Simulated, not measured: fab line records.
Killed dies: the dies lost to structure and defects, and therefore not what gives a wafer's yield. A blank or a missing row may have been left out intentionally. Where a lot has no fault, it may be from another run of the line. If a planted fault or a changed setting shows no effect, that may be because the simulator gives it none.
Matching of chambers / flow gf180mcu / cmp-02 running GF_V4_CMP_04: 4 sister chambers
The step polishes SiO2. 14 wafers are shown with their chamber, then 7 later ones without.

EACH WAFER AND ITS CHAMBER
wafer=L213.2; chamber=3; motor-current-A (A)=10.4; time-to-endpoint-s (s)=68; edge-zone-pressure-frac=0.999
wafer=L213.5; chamber=0; motor-current-A (A)=11.8; time-to-endpoint-s (s)=78; edge-zone-pressure-frac=0.997
wafer=L213.6; chamber=1; motor-current-A (A)=14.4; time-to-endpoint-s (s)=79; edge-zone-pressure-frac=0.988
wafer=L218.1; chamber=2; motor-current-A (A)=11.4; time-to-endpoint-s (s)=66; edge-zone-pressure-frac=1.000
wafer=L218.3; chamber=0; motor-current-A (A)=11.8; time-to-endpoint-s (s)=68; edge-zone-pressure-frac=0.996
wafer=L218.4; chamber=3; motor-current-A (A)=10.6; time-to-endpoint-s (s)=68; edge-zone-pressure-frac=1.003
wafer=L219.1; chamber=1; motor-current-A (A)=14.3; time-to-endpoint-s (s)=75; edge-zone-pressure-frac=0.994
wafer=L219.5; chamber=0; motor-current-A (A)=11.7; time-to-endpoint-s (s)=74; edge-zone-pressure-frac=1.002
wafer=L219.6; chamber=1; motor-current-A (A)=14.9; time-to-endpoint-s (s)=90; edge-zone-pressure-frac=0.990
wafer=L220.1; chamber=0; motor-current-A (A)=11.2; time-to-endpoint-s (s)=76; edge-zone-pressure-frac=0.992
wafer=L220.2; chamber=3; motor-current-A (A)=11.0; time-to-endpoint-s (s)=63; edge-zone-pressure-frac=1.002
wafer=L220.4; chamber=2; motor-current-A (A)=11.1; time-to-endpoint-s (s)=68; edge-zone-pressure-frac=1.005
wafer=L232.1; chamber=2; motor-current-A (A)=11.7; time-to-endpoint-s (s)=68; edge-zone-pressure-frac=0.998
wafer=L232.3; chamber=0; motor-current-A (A)=11.6; time-to-endpoint-s (s)=76; edge-zone-pressure-frac=1.004

SIGNATURES, as means of the wafers listed above
reading=motor-current-A; chamber 0=11.620; chamber 1=14.533; chamber 2=11.400; chamber 3=10.667; scatter within a chamber=0.287
reading=time-to-endpoint-s; chamber 0=74.40; chamber 1=81.33; chamber 2=67.33; chamber 3=66.33; scatter within a chamber=4.46
reading=edge-zone-pressure-frac; chamber 0=0.99820; chamber 1=0.99067; chamber 2=1.00100; chamber 3=1.00133; scatter within a chamber=0.00382
Rule: for a wafer and a chamber, the distance is found by dividing, reading by reading, the gap between the wafer's reading and the chamber's mean by the reading's scatter, squaring, summing and taking the root. If the next closest chamber is less than 2 further off than the closest, the wafer can't be placed; otherwise it belongs to the closest. The scatter is the square root of a quotient: the sum, over the shown wafers, of each reading's squared deviation from its chamber's mean, divided by wafers minus chambers.

WAFERS MISSING THEIR CHAMBER
wafer=L232.4; motor-current-A (A)=14.7; time-to-endpoint-s (s)=84; edge-zone-pressure-frac=0.999
wafer=L234.2; motor-current-A (A)=10.2; time-to-endpoint-s (s)=64; edge-zone-pressure-frac=0.993
wafer=L234.4; motor-current-A (A)=11.2; time-to-endpoint-s (s)=67; edge-zone-pressure-frac=0.990
wafer=L234.5; motor-current-A (A)=11.6; time-to-endpoint-s (s)=68; edge-zone-pressure-frac=0.992
wafer=L236.3; motor-current-A (A)=11.0; time-to-endpoint-s (s)=66; edge-zone-pressure-frac=0.997
wafer=L236.4; motor-current-A (A)=11.3; time-to-endpoint-s (s)=70; edge-zone-pressure-frac=0.997
wafer=L236.6; motor-current-A (A)=15.6; time-to-endpoint-s (s)=77; edge-zone-pressure-frac=0.995

EACH ONE'S CHAMBER
wafer=L232.4; from the rows above=1; in truth=1
wafer=L234.2; from the rows above=can't be placed: 3 or 2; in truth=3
wafer=L234.4; from the rows above=can't be placed: 2 or 0 or 3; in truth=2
wafer=L234.5; from the rows above=can't be placed: 0 or 2 or 3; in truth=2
wafer=L236.3; from the rows above=can't be placed: 3 or 2 or 0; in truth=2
wafer=L236.4; from the rows above=can't be placed: 2 or 0 or 3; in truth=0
wafer=L236.6; from the rows above=1; in truth=1
Placed correctly: 2 of 7. Unplaceable from these rows: 5, with the true chamber sitting among the candidates in 5. Placed wrongly: 0.
